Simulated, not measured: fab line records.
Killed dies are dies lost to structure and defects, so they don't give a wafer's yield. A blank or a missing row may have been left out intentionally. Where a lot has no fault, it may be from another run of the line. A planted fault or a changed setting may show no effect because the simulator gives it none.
A struck lot beside a sound one    flow sky130    15 out of 708 route steps
Sound: these wafers, L369.1, L369.3, L369.6. Wafers struck: L377.1, L377.3, L377.6. Last of all comes the cause.
Order at every step that has rows: each side's tool, ch and its chambers, its first start. Under that, the readings that differ: sound wafers    struck wafers    difference of the means    sigmas: that difference in standard deviations of wafers without a fault.
alike: words and numbers the same on both sides, and readings whose means are apart by under 2 such deviations; not compared: readings that were withheld, readings missing a value for some wafer, numbers with overlapping values and no deviation given by the record, and bounds like >300 which may hide the same value.
The two part at a step that has a row with sigmas, a row that says differs or no value, or rows on one side only. Numbers that don't overlap but have no deviation are shown without sigmas and don't part them. A reading that every wafer of one side lacks parts them only if that side has two wafers or more.

first, 8 steps without rows for these wafers: SKY_CONTACT_DEHYDRATE_06 (time 60 s); SKY_CONTACT_HMDS_07 (prime time 60 s); SKY_CONTACT_COAT_08 (resist thk 60 nm); SKY_CONTACT_COAT_09 (resist thk 450 nm); SKY_CONTACT_SOFTBAKE_10 (time 90 s); SKY_CONTACT_EXPOSE_11 (exposes mask CTM1, target cd 170 nm); SKY_CONTACT_PEB_12; SKY_CONTACT_DEVELOP_13 (develop time 60 s).
SKY_CONTACT_CD_MEAS_14 targets a cd of 170 nm.
  sound on cdSem-02, day 34 15:21; struck on cdSem-01, day 36 14:01
  alike: cdNm
SKY_CONTACT_OVL_MEAS_15:
  sound on overlay-02, day 34 15:28; struck on overlay-01, day 36 14:08
reading           sound   struck    difference  sigmas
CONTACT_OVL (nm)  -2 8 4  -6 -9 -7  -11         -2
SKY_CONTACT_ETCH_16: etches BARC in N2/H2, stops on SiO2, time 45.9 s, target depth 60 nm.
  sound on rieDiel-03 ch 0,3, day 34 15:30; struck on rieDiel-01 ch 1,2,3, day 36 14:10
  alike: biasW, drypumpMotorCurrentA, oesProductAu, throttleValvePct
  not compared: rfHoursCounterH
SKY_CONTACT_ETCH_17: etches SiO2 in C4F8/O2/Ar, stops on Si3N4, target depth 340 nm.
  sound on rieDiel-03 ch 0,3, day 34 15:33; struck on rieDiel-01 ch 1,2,3, day 36 14:13
  alike: biasW, oesProductAu
SKY_CONTACT_ETCH_18: etches Si3N4 in CHF3/O2, stops on TiN, time 39 s, target depth 75 nm.
  sound on rieDiel-03 ch 0,3, day 34 15:00; struck on rieDiel-01 ch 1,2,3, day 36 14:00
reading    sound              struck             difference  sigmas
biasW (W)  199.8 199.9 200.1  223.6 223.6 223.9  +23.8       +43
  alike: drypumpMotorCurrentA, oesProductAu, throttleValvePct
  not compared: rfHoursCounterH
SKY_CONTACT_STRIP_19: strips in O2/N2.
  sound on plasmaAsher-03 ch 0,1, day 34 15:38; struck on plasmaAsher-04 ch 0,1, day 36 14:19
  alike: drypumpMotorCurrentA, oesProductAu, stripTimeToEndpointS
  not compared: rfHoursCounterH
-- the record jumps here: 13 days lie between the struck wafers' starts before and after (it left off in module CONTACT and takes up again in module PAD_OPEN, whose first step shown is number 708 of the route) --
SKY_PAD_OPEN_PROBE_99:
  sound on prober-02, day 48 07:31; struck on prober-02, day 49 13:21
reading           sound   struck    difference  sigmas
killedAtFrontEnd  9 9 14  25 21 21  +12         +3
  alike: killed_at_M0_to_M3, killed_at_M4_up, killedAtContacts, killedAtOther, killedDies, killedOpen, killedShort

## WHERE THEY PART
At SKY_CONTACT_OVL_MEAS_15 first; at SKY_PAD_OPEN_PROBE_99 last (within this record only).

WHY: what had been put in by the simulator
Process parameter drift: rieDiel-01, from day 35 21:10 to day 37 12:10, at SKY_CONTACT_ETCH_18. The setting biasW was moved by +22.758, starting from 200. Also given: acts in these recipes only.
